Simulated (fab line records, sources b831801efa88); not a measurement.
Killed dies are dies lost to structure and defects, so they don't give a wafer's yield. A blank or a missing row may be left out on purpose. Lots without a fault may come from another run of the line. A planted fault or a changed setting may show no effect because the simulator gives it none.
A struck lot beside a sound one | flow gf180mcu | 15 steps out of a route of 602
Sound: wafers L232.1, L232.3, L232.5. Struck: wafer L245.1. (L245.2, L245.5 of the same lot were not struck and are left out.) The cause comes at the end.
At each step with rows: each side's tool, then ch and its chambers, then its first start. Under that, the readings that differ: sound wafers | struck wafers | difference of the means | sigmas: that difference in standard deviations of wafers without a fault.
alike: readings whose means differ by less than 2 such deviations, and words and numbers that are the same on both sides. not compared: withheld readings, readings that some wafer has no value for, bounds like >300 that may hide the same value, and numbers for which the record gives no deviation and whose values overlap.
The two part at a step that has a row with sigmas, a row that says differs or no value, or rows on one side only. Numbers that don't overlap but have no deviation are shown without sigmas and don't part them. A reading that every wafer of one side lacks parts them only if that side has two wafers or more.

GF_V3_OVL_MEAS_15:
  sound on overlay-01, day 22 15:05; struck on overlay-01, day 27 07:26
  alike: V3_OVL
then, 2 steps without rows for these wafers: GF_V3_ETCH_16 (etches BARC in N2/H2); GF_V3_ETCH_17 (etches SiO2 in C4F8/O2/Ar, stops on TiN, target depth 635 nm).
GF_V3_STRIP_18: strips in O2/N2.
  sound on plasma_asher-04 ch 0,1, day 22 15:15; struck on plasma_asher-01 ch 1, day 27 07:36
  alike: drypump_motor_current_A, heater_power_w, oes_product_au, platen_temp_c
  not compared: rf_hours_counter_h
then, 2 steps without rows for these wafers: GF_V3_STRIP_19 (strips in post etch residue remover, time 1200 s); GF_V3_CLEAN_20 (cleans in DIW).
GF_V3_SPUTTER_21: material Ti, target thk 15 nm, time 80.02 s.
  sound on pvd_sputter-03, day 22 15:48; struck on pvd_sputter-01, day 27 08:29
  alike: throttle_valve_pct
GF_V3_SPUTTER_22: material TiN, target thk 10 nm, time 40 s.
  sound on pvd_sputter-03, day 22 15:52; struck on pvd_sputter-01, day 27 08:32
  alike: throttle_valve_pct
then, 1 step without rows for these wafers: GF_V3_CVD_23 (deposits W, target thk 350 nm, time 104.9 s).
GF_V3_RS_MEAS_24: measures by four-point-probe.
  sound on film_metro-02, day 22 16:01; struck on film_metro-03, day 27 08:41
  alike: V3_W_RS
GF_V3_THK_MEAS_25: measures by xrf.
  sound on film_metro-02, day 22 16:08; struck on film_metro-03, day 27 08:49
  alike: V3_W_THK
GF_V3_CMP_26: polishes, stops on SiO2, t overpolish 15 s, target thk 0 nm.
  sound on cmp-02 ch 1,2, day 22 16:16; struck on cmp-01 ch 2, day 27 08:55
  alike: motor_current_A, overpolish_run_s, time_to_endpoint_s
GF_M4_SPUTTER_00: material Ti, target thk 37.5 nm, time 150 s.
  sound on pvd_sputter-04, day 22 16:34; struck on pvd_sputter-04, day 27 09:10
  reading                               | sound            | struck | difference | sigmas
  model.Ti_of_M4_SPUTTER_00.thk_nm (nm) | 36.58 37.1 37.69 | 64.35  | +27.23     |
  alike: throttle_valve_pct
GF_M4_SPUTTER_01: material TiN, target thk 30 nm, time 25 s.
  sound on pvd_sputter-04, day 22 16:40; struck on pvd_sputter-04, day 27 09:16
  alike: throttle_valve_pct
-- the record jumps here: 6 days lie between the struck wafers' starts before and after (it left off in module M4 and takes up again in module PASSIVATION, whose first step shown is number 602 of the route) --
GF_PASSIVATION_PROBE_99:
  the record has rows for the struck wafers here (prober-02, day 33 05:27) and none for the sound ones

WHERE THEY PART
Only at GF_PASSIVATION_PROBE_99, within this record.

WHY: what the simulator had put in
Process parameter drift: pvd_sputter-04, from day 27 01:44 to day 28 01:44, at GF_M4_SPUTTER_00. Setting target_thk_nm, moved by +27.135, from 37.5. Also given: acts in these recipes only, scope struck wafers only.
